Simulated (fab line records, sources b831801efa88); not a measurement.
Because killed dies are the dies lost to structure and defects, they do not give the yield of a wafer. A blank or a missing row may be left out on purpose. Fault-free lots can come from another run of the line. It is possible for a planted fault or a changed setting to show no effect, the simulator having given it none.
Matching of chambers | flow sky130 | SKY_PAD_OPEN_ETCH_07 on rie_diel-03: 4 sister chambers
The step etches the open film in CF4/O2, stops on AlCu, target depth 725 nm, time 156.8 s. 8 wafers are shown with their chamber, then 11 later ones without.

== WAFERS WITH THEIR CHAMBER ==
wafer  | chamber | throttle_valve_pct (%) | oes_product_au (a.u.)
L090.1 | 2       | 5.981                  | 0.987
L090.3 | 1       | 5.975                  | 0.987
L088.3 | 0       | 5.967                  | 0.981
L088.6 | 3       | 5.959                  | 0.992
L091.1 | 0       | 5.964                  | 0.984
L091.2 | 3       | 5.971                  | 0.991
L091.3 | 2       | 5.967                  | 0.994
L091.4 | 1       | 5.960                  | 0.992

== WAFERS WITH NO CHAMBER GIVEN ==
wafer  | throttle_valve_pct (%) | oes_product_au (a.u.)
L091.5 | 5.973                  | 0.998
L091.6 | 5.981                  | 0.989
L093.1 | 5.957                  | 0.974
L093.2 | 5.951                  | 0.990
L093.3 | 5.971                  | 0.985
L093.4 | 5.968                  | 0.990
L093.5 | 5.969                  | 0.995
L093.6 | 5.979                  | 0.990
L097.1 | 5.980                  | 0.998
L097.3 | 5.945                  | 0.986
L097.6 | 5.975                  | 0.993

== THE CHAMBER EACH PASSED THROUGH ==
wafer  | from the rows above               | in truth
L091.5 | can't be placed: 3 or 2 or 1      | 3
L091.6 | can't be placed: 2 or 1 or 3 or 0 | 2
L093.1 | 0                                 | 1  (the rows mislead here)
L093.2 | can't be placed: 3 or 1 or 2 or 0 | 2
L093.3 | can't be placed: 0 or 1 or 2 or 3 | 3
L093.4 | can't be placed: 1 or 3 or 2      | 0
L093.5 | can't be placed: 3 or 2 or 1      | 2
L093.6 | can't be placed: 2 or 1 or 3      | 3
L097.1 | can't be placed: 2 or 3 or 1      | 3
L097.3 | can't be placed: 0 or 1 or 3 or 2 | 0
L097.6 | can't be placed: 2 or 3 or 1      | 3
Placed correctly: 0 of 11. These rows do not allow placing 10 (true chamber among the candidates in 9). 1 placed wrongly.
How it was worked out, from the rows above alone: a wafer's distance from a chamber is the root of the sum, over the readings, of the square of ((its reading less the chamber's mean) divided by the reading's scatter). If the next closest chamber is less than 2 further off than the closest, the wafer can't be placed; otherwise it belongs to the closest. A chamber's mean is the mean of its shown wafers. The scatter is the square root of a quotient: the sum, over the shown wafers, of each reading's squared deviation from its chamber's mean, divided by wafers minus chambers.
